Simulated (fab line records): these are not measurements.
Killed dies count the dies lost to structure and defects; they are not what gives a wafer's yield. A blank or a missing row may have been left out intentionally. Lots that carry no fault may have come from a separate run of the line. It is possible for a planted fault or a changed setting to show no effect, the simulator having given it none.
fab line records	flow gf180mcu
[record] lots = 7	wafers = 18	lastDay = 34
route steps=602 shown M3@413 PASSIVATION@602
lots that met no fault: taken from a fault-free run of the same line
startH: the number of hours between the record's first day and the start of the first shown wafer of the lot	waitH: how many hours have passed since the lot's step before this one	" identical to the entry in the row above	L1.1+2: several wafers, shown together as one row	- value missing, or start not given	* or withheld: withheld	< > ~ a bound
route shown NAME@n: a module of which the file shows steps, and the number in the route of the first	usual: mean/standard deviation taken from wafers without a fault	same: alike in all rows	chamber/n: place in a boat	sites: readings site by site	_std_site: standard deviation of those values	_edge_site: mean of outer sites minus mean of inner sites	radiusMm: for every site, how far away it sits from the centre of the wafer	mask NAME#n: copy n	behind: tool/chamber where the wafer was last shaped	hold: the reason the lot was held/the length of the hold in hours/how it ended	device: whichever transistor did not switch (one of n, p or np)	end of line: tests of these same wafers at the route's end	where a step has no rows: the recipe by itself	killed: at the first sort, the dies lost to defects and structure; wafer yield is something else	map: per-die view of a wafer (x killed, . not killed, _ where there is no die)
set.NAME: setting as actually run; set.NAME@STEP: the setting as run at that earlier step	model.NAME: the simulator's own value behind a step, which no gauge read
lots at selected steps of the route; one table per step, one row per wafer
services: the hour from which a tool's chamber was out of use, counted from the record's first day as startH (under 0 if before that day), plus the number of hours and why
[[steps]]
[step GF_M3_SPUTTER_04]
[recipe] material = TiN	targetThkNm = 50	powerW = 6500	timeS = 41.7	chamberPressurePa = 0.4
[usual] chamberPressurePa = 0.4000/0.00075	throttleValvePct = 29.8/0.92
[same] timeS = 41.7
lot.wafer	tool	chamber	startH	waitH	chamberPressurePa	throttleValvePct
L322.1	pvdSputter-03	-	531.04	0.0	0.3999	30.3
L322.3	"	-	"	"	0.3989	29.2
L322.5	"	-	"	"	0.4006	29.2
L330.1	pvdSputter-03	-	593.17	0.0	0.3988	28.8
L330.3	"	-	"	"	0.4009	30.0
L330.5	"	-	"	"	0.3989	29.5
L332.1	pvdSputter-02	-	602.43	0.0	0.4011	28.6
L332.6	"	-	"	"	0.4003	28.5
L333.1	pvdSputter-03	-	612.57	0.0	0.4008	28.8
L333.5	"	-	"	"	0.3999	30.1
L334.3	pvdSputter-01	-	622.58	0.0	0.4009	29.2
L334.4	"	-	"	"	0.3998	31.5
L334.5	"	-	"	"	0.4006	30.1
L336.2	pvdSputter-01	-	637.54	0.0	0.4000	30.2
L336.3	"	-	"	"	0.3992	29.9
L337.2	pvdSputter-03	-	646.47	0.0	0.3994	30.1
L337.5	"	-	"	"	0.3997	30.1
L337.6	"	-	"	"	0.3998	29.1
[step GF_M3_RS_MEAS_05]
[recipe] thkMeasGauge = four-point-probe	reads = TiN_of_M3_SPUTTER_04+Ti_of_M3_SPUTTER_03+AlCu_of_M3_SPUTTER_02+TiN_of_M3_SPUTTER_01+Ti_of_M3_SPUTTER_00
[usual] M3_ALCU_RS = 0.0692/0.00068
lot.wafer	tool	chamber	startH	waitH	M3_ALCU_RS[ohm/sq]
L322.1	filmMetro-04	-	531.08	0.0	0.0687
L322.3	"	-	"	"	0.0687
L322.5	"	-	"	"	0.0684
L330.1	filmMetro-01	-	593.21	0.0	0.0691
L330.3	"	-	"	"	0.0693
L330.5	"	-	"	"	0.0690
L332.1	filmMetro-02	-	602.47	0.0	0.0701
L332.6	"	-	"	"	0.0706
L333.1	filmMetro-02	-	612.61	0.0	0.0692
L333.5	"	-	"	"	0.0688
L334.3	filmMetro-04	-	622.66	0.1	0.0683
L334.4	"	-	"	"	0.0692
L334.5	"	-	"	"	0.0693
L336.2	filmMetro-01	-	637.60	0.0	0.0692
L336.3	"	-	"	"	0.0691
L337.2	filmMetro-01	-	646.53	0.0	0.0678
L337.5	"	-	"	"	0.0686
L337.6	"	-	"	"	0.0686
[step GF_M3_THK_MEAS_06]
[recipe] thkMeasGauge = xrf	reads = AlCu_of_M3_SPUTTER_02
[usual] M3_ALCU_THK = 446/5
lot.wafer	tool	chamber	startH	waitH	M3_ALCU_THK[nm]
L322.1	filmMetro-04	-	531.20	0.1	449
L322.3	"	-	"	"	449
L322.5	"	-	"	"	453
L330.1	filmMetro-01	-	593.33	0.1	449
L330.3	"	-	"	"	447
L330.5	"	-	"	"	451
L332.1	filmMetro-02	-	602.59	0.1	438
L332.6	"	-	"	"	435
L333.1	filmMetro-02	-	612.73	0.1	443
L333.5	"	-	"	"	445
L334.3	filmMetro-04	-	622.76	0.1	452
L334.4	"	-	"	"	444
L334.5	"	-	"	"	442
L336.2	filmMetro-01	-	637.71	0.1	446
L336.3	"	-	"	"	450
L337.2	filmMetro-01	-	646.64	0.1	457
L337.5	"	-	"	"	450
L337.6	"	-	"	"	450
[step GF_M3_DEHYDRATE_07]
[recipe] tempC = 200	timeS = 60
[step GF_M3_HMDS_08]
[recipe] primeTimeS = 60	primeTempC = 120
[step GF_M3_COAT_09]
[recipe] resist = KrF	spinRpm = withheld	resistThkNm = 1000
[step GF_M3_SOFTBAKE_10]
[recipe] tempC = 130	timeS = 60	resist = KrF
[step GF_M3_EXPOSE_11]
[recipe] maskId = Metal3	targetCdNm = 280	na = 0.68	sourceShape = conventional	sigmaOuter = 0.6	doseMj = 28
[step GF_M3_PEB_12]
[recipe] pebTempC = 135	pebTimeS = 90	resist = KrF
[step GF_M3_DEVELOP_13]
[recipe] developTimeS = 60	devTempC = 21
[step GF_M3_CD_MEAS_14]
[recipe] targetCdNm = 280
[usual] cdNm = 280.1/1.2
lot.wafer	tool	chamber	startH	waitH	cdNm
L322.1	cdSem-01	-	553.73	0.1	280.2
L322.3	"	-	"	"	280.7
L322.5	"	-	"	"	280.5
L330.1	cdSem-01	-	614.13	0.1	278.6
L330.3	"	-	"	"	279.4
L330.5	"	-	"	"	280.4
L332.1	cdSem-01	-	623.01	0.1	281.6
L332.6	"	-	"	"	281.6
L333.1	cdSem-01	-	633.34	0.1	279.6
L333.5	"	-	"	"	280.6
L334.3	cdSem-02	-	642.75	0.1	281.5
L334.4	"	-	"	"	281.2
L334.5	"	-	"	"	280.7
L336.2	cdSem-01	-	657.88	0.1	280.4
L336.3	"	-	"	"	281.6
L337.2	cdSem-02	-	665.66	0.1	281.7
L337.5	"	-	"	"	281.8
L337.6	"	-	"	"	281.1
[step GF_M3_OVL_MEAS_15]
[usual] M3_OVL = -3/5.6
lot.wafer	tool	chamber	startH	waitH	M3_OVL[nm]
L322.1	overlay-01	-	553.85	0.1	-11
L322.3	"	-	"	"	-11
L322.5	"	-	"	"	-1
L330.1	overlay-01	-	614.25	0.1	-6
L330.3	"	-	"	"	-5
L330.5	"	-	"	"	-4
L332.1	overlay-02	-	623.13	0.1	-4
L332.6	"	-	"	"	0
L333.1	overlay-02	-	633.46	0.1	-2
L333.5	"	-	"	"	-2
L334.3	overlay-02	-	642.85	0.1	-1
L334.4	"	-	"	"	1
L334.5	"	-	"	"	-2
L336.2	overlay-01	-	657.99	0.1	1
L336.3	"	-	"	"	3
L337.2	overlay-02	-	665.76	0.1	-5
L337.5	"	-	"	"	-2
L337.6	"	-	"	"	-10
[step GF_M3_METAL_ETCH_16]
[recipe] chemistry = Cl2/BCl3	maskMaterial = KrF	targetDepthNm = 750.8	stopOn = SiO2	pressureMtorr = 8	icpW = 800	biasW = 140	Cl2_flow_sccm = 80	bcl3FlowSccm = 40	timeS = 125.1
[usual] drypumpMotorCurrentA = 5.7/0.56	oesProductAu = 0.990/0.0049	throttleValvePct = 28.230/0.0096
[same] timeS = 125.1
lot.wafer	tool	chamber	startH	waitH	drypumpMotorCurrentA	oesProductAu	rfHoursCounterH	throttleValvePct	model.KrF_of_M3_COAT_09.thkNm
L322.1	rieMetal-04	1	553.89	0.0	5.6	0.998	12	28.245	677.4
L322.3	"	1	"	"	5.6	0.981	-	28.221	679.6
L322.5	"	0	"	"	4.9	0.991	-	28.237	682.4
L330.1	rieMetal-03	1	614.29	0.0	6.2	0.990	12	28.248	683.4
L330.3	"	1	"	"	6.2	0.994	-	28.236	683.3
L330.5	"	1	"	"	6.2	0.988	-	28.231	684.3
L332.1	rieMetal-03	1	623.17	0.0	6.2	0.874	13	28.353	750.2
L332.6	"	1	"	"	6.2	0.874	-	28.353	744.5
L333.1	rieMetal-03	1	633.49	0.0	6.2	0.856	13	28.379	751.7
L333.5	"	1	"	"	6.2	0.870	-	28.377	751.4
L334.3	rieMetal-04	0	642.91	0.1	4.9	0.983	-	28.234	689.9
L334.4	"	1	"	"	5.6	1.003	-	28.227	678
L334.5	"	0	"	"	4.8	0.987	-	28.239	686
L336.2	rieMetal-03	1	658.02	0.0	6.2	0.870	14	28.362	756.8
L336.3	"	1	"	"	6.2	0.871	-	28.353	755.3
L337.2	rieMetal-02	0	665.79	0.0	4.8	0.992	7	28.236	682.8
L337.5	"	1	"	"	6.0	0.995	-	28.240	679.9
L337.6	"	0	"	"	4.8	0.992	-	28.216	677.9
[step GF_M3_STRIP_17]
[recipe] chemistry = O2/N2	powerW = 1400	pressureMtorr = 1500	platenTempC = 250	o2FlowSccm = 3000	n2FlowSccm = 300	overashFraction = 0.5
[usual] drypumpMotorCurrentA = 5.84/0.23	heaterPowerW = 329/13	n2FlowSccm = 299.9/0.85	oesProductAu = 0.537/0.0043	stripTimeToEndpointS = 7.38/0.041
lot.wafer	tool	chamber	startH	waitH	drypumpMotorCurrentA	heaterPowerW	n2FlowSccm	oesProductAu	rfHoursCounterH	stripTimeToEndpointS
L322.1	plasmaAsher-02	0	554.02	0.1	5.58	339	301.4	0.535	75	7.32
L322.3	"	0	"	"	5.59	344	300.2	0.537	-	7.33
L322.5	"	0	"	"	5.60	349	300.6	0.532	-	7.36
L330.1	plasmaAsher-03	1	614.42	0.1	6.16	331	301.3	0.535	101	7.38
L330.3	"	0	"	"	5.81	330	300.3	0.532	-	7.36
L330.5	"	0	"	"	5.86	333	300.5	0.539	-	7.37
L332.1	plasmaAsher-02	1	623.30	0.1	6.09	321	301.1	0.566	83	8.02
L332.6	"	1	"	"	6.09	316	300.7	0.564	-	7.97
L333.1	plasmaAsher-03	0	633.62	0.1	5.84	332	300.3	0.567	103	8.04
L333.5	"	1	"	"	6.15	332	300.3	0.566	-	8.04
L334.3	plasmaAsher-04	1	643.03	0.1	5.58	337	299.4	0.543	-	7.44
L334.4	"	0	"	"	5.69	325	300.0	0.539	-	7.31
L334.5	"	1	"	"	5.61	338	297.7	0.545	-	7.38
L336.2	plasmaAsher-02	0	658.15	0.1	5.60	338	301.3	0.565	86	8.09
L336.3	"	0	"	"	5.59	346	299.3	0.562	-	8.07
L337.2	plasmaAsher-02	0	665.92	0.1	5.60	340	300.0	0.535	87	7.37
L337.5	"	0	"	"	5.61	344	300.6	0.533	-	7.33
L337.6	"	1	"	"	6.08	309	300.4	0.534	-	7.31
[step GF_M3_STRIP_18]
[recipe] chemistry = postEtchResidueRemover	timeS = 1200	tempC = 72.5
[step GF_PASSIVATION_PROBE_99]
lot.wafer	tool	chamber	startH	waitH	model.etest.contactToGate.bvRightV	model.etest.contactToGate.bvLeftV	model.etest.met3Comb.leakLog10AUm	model.etest.contactPoly.rcOhm	model.etest.contactPplus.rcOhm	model.etest.met4Comb.overLimit	model.etest.pmos_3p3.overLimit	model.etest.pmos_6p0.short
L322.1	prober-02	-	724.95	0.1	37.06	37.76	-12.06	5.926	5.119	0	0	0
L322.3	prober-02	-	725.05	0.2	36.29	36.96	-11.95	6.049	5.312	0	0	0
L322.5	prober-02	-	725.15	0.2	36.38	37.84	-11.97	5.891	5.302	0	0	0
L330.1	prober-02	-	775.32	0.1	37.1	37.96	-12.2	5.728	5.048	0	0	0
L330.3	prober-02	-	775.42	0.2	37.33	37.88	-12.25	5.864	4.896	0	0	0
L330.5	prober-02	-	775.52	0.2	36.38	36.83	-11.95	5.598	5.102	0	0	0
L332.1	prober-02	-	780.55	0.1	34.58	33.2	-7.837	4.579	4.107	0	0	0
L332.6	prober-02	-	780.80	0.2	35.01	33.36	-10.13	4.63	4.216	0	0	0
L333.1+5	prober-01	-	788.30	0.1	-	-	-	-	-	1	1	1
L334.3	prober-02	-	796.22	0.2	37.34	38.28	-11.93	6.178	5.451	0	0	0
L334.4	prober-02	-	796.27	0.2	37.55	36.91	-11.85	5.985	5.252	0	0	0
L334.5	prober-02	-	796.32	0.2	36.65	37.35	-12.23	5.839	5.321	0	0	0
L336.2+3	prober-02	-	807.70	0.1	-	-	-	-	-	1	1	1
L337.2	prober-01	-	813.35	0.1	36.34	38.05	-12.01	6.036	5.379	0	0	0
L337.5	prober-01	-	813.50	0.2	37.08	38.07	-12.1	5.876	5.348	0	0	0
L337.6	prober-01	-	813.55	0.2	36.68	38.24	-12.2	5.878	5.217	0	0	0
// killed by level:class
L322.1 CONTACT:geometricParticle:open=6 V2:geometricParticle:short=6 V5:geometricParticle:open=5 V3:geometricParticle:open=4 V1:geometricParticle:open=3 V4:geometricParticle:open=3 CONTACT:geometricParticle:short=2 M1:geometricParticle:short=2
L322.3 CONTACT:geometricParticle:open=7 STI:geometricParticle:open=5 V1:geometricParticle:open=5 V4:geometricParticle:open=5 V4:geometricParticle:short=4 STI:geometricParticle:short=3 V2:geometricParticle:open=3 CONTACT:geometricParticle:short=2
L322.5 CONTACT:geometricParticle:open=7 V2:geometricParticle:open=5 V3:geometricParticle:open=5 STI:geometricParticle:open=3 SAB:geometricParticle:short=3 V4:geometricParticle:open=3 M5:geometricParticle:short=3 STI:geometricParticle:short=2
L330.1 V4:geometricParticle:open=6 CONTACT:geometricParticle:open=4 V2:geometricParticle:short=3 V2:geometricParticle:open=3 V5:geometricParticle:short=3 STI:geometricParticle:open=2 CONTACT:geometricParticle:short=2 M1:geometricParticle:short=2
L330.3 CONTACT:geometricParticle:open=6 V3:geometricParticle:open=5 V2:geometricParticle:short=3 V5:geometricParticle:short=3 M1:geometricParticle:short=2 V1:geometricParticle:short=2 V2:geometricParticle:open=2 M3:geometricParticle:short=2
L330.5 V2:geometricParticle:open=6 CONTACT:geometricParticle:open=5 M1:geometricParticle:short=3 V1:geometricParticle:open=3 V3:geometricParticle:open=3 STI:geometricParticle:open=2 V1:geometricParticle:short=2 V5:geometricParticle:short=2
L334.3 V3:geometricParticle:open=6 V4:geometricParticle:open=6 V2:geometricParticle:open=5 STI:geometricParticle:short=4 CONTACT:geometricParticle:open=4 STI:geometricParticle:open=3 CONTACT:geometricParticle:short=2 V1:geometricParticle:short=2
L334.4 V1:geometricParticle:open=6 CONTACT:geometricParticle:open=5 V3:geometricParticle:open=5 CONTACT:geometricParticle:short=4 V4:geometricParticle:open=4 V5:geometricParticle:open=4 V2:geometricParticle:open=3 M5:geometricParticle:short=3
L334.5 V1:geometricParticle:open=5 V2:geometricParticle:open=5 V3:geometricParticle:open=4 V1:geometricParticle:short=4 V2:geometricParticle:short=4 V4:geometricParticle:open=4 STI:geometricParticle:open=3 POLY_GATE:geometricParticle:open=3
L337.2 V2:geometricParticle:open=5 V3:geometricParticle:open=5 CONTACT:geometricParticle:open=4 V4:geometricParticle:short=4 STI:geometricParticle:open=3 V4:geometricParticle:open=3 V5:geometricParticle:short=3 CONTACT:geometricParticle:short=2
L337.5 V2:geometricParticle:open=5 STI:geometricParticle:open=4 V5:geometricParticle:short=4 CONTACT:geometricParticle:open=3 CONTACT:geometricParticle:short=3 V3:geometricParticle:open=3 V5:geometricParticle:open=3 STI:geometricParticle:short=2
L337.6 V3:geometricParticle:open=4 STI:geometricParticle:short=3 V2:geometricParticle:open=3 V5:geometricParticle:open=3 STI:geometricParticle:open=2 POLY_GATE:geometricParticle:open=2 SAB:geometricParticle:short=2 SALICIDE:geometricParticle:short=2
[[services]]
tool	chamber	startH	hours	kind
rieMetal-03	-	513.53	0.5	repair
rieMetal-03	-	522.15	2.8	pm
rieMetal-02	-	526.20	1.2	repair
rieMetal-03	-	548.06	0.3	repair
plasmaAsher-04	-	553.82	2.6	repair
rieMetal-02	-	564.70	72.9	repair
rieMetal-02	-	568.46	0.3	repair
rieMetal-02	0	572.75	5.2	repair
plasmaAsher-04	-	573.03	2.0	repair
pvdSputter-03	3	593.21	-	consumableReplace:kit
pvdSputter-03	3	593.21	18.0	scheduledDown
pvdSputter-03	3	593.21	18.0	ventCycle
rieMetal-04	-	610.42	0.4	repair
rieMetal-04	0	612.30	-	clean
rieMetal-04	0	612.30	19.9	scheduledDown
rieMetal-04	0	612.30	19.9	ventCycle
pvdSputter-03	-	622.97	2.4	repair
pvdSputter-01	3	636.25	-	consumableReplace:kit
rieMetal-03	-	641.76	0.7	repair
rieMetal-04	1	648.89	12.4	repair
rieMetal-03	1	660.60	1.8	repair
rieMetal-04	1	661.31	-	clean
rieMetal-04	1	661.31	15.8	scheduledDown
rieMetal-04	1	661.31	15.8	ventCycle
[[key]]
[firstSign] step = GF_M3_METAL_ETCH_16	reading = oesProductAu	direction = down	sigmas = 25	usual = 0.990	struck = 0.869
[effect] step = GF_M3_METAL_ETCH_16	reading = throttleValvePct	direction = up	sigmas = 14	usual = 28.230	struck = 28.363
[effect] step = GF_M3_STRIP_17	reading = stripTimeToEndpointS	direction = up	sigmas = 16	usual = *	struck = *
[modelEffect] step = GF_M3_METAL_ETCH_16	value = KrF_of_M3_COAT_09.thkNm	without = 689.2	struck = 751.6
[modelEffect] step = GF_PASSIVATION_PROBE_99	value = etest.contactToGate.bvRightV	without = 38.04	struck = 34.79
metAt GF_M3_METAL_ETCH_16
struckWafers L332.1,L332.6,L333.1,L333.5,L336.2,L336.3
sortLeftOut L332.1,L332.6,L333.1,L333.5,L336.2,L336.3
testerLeftOut L332,L333,L336
onsetBetween 614.29 623.17
[earlierFault] kind = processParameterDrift	tool = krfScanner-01	chamber = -	onsetH = 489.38	steps = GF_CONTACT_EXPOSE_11	channel = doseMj	offset = 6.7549	shape = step	actsIn = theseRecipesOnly	stated = 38
[earlierFault] kind = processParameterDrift	tool = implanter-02	chamber = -	onsetH = 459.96	steps = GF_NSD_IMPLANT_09	channel = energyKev	offset = 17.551	shape = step	endH = 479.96	actsIn = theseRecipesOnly	stated = 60
[fault] kind = processParameterDrift	tool = rieMetal-03	chamber = 1	onsetH = 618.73	steps = GF_M3_METAL_ETCH_16	channel = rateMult	offset = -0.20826	shape = step
// testerLeftOut: of these lots the tester's yield and bins aren't shown, on N5 and GAA mostly nor the transistor test; their killed dies are dies lost to structure and defects alone, not to doping, threshold or leakage, so they don't give the yield
// sortLeftOut: the simulated sort isn't trusted on such a fault, so these wafers' sort isn't shown, and their yield isn't known
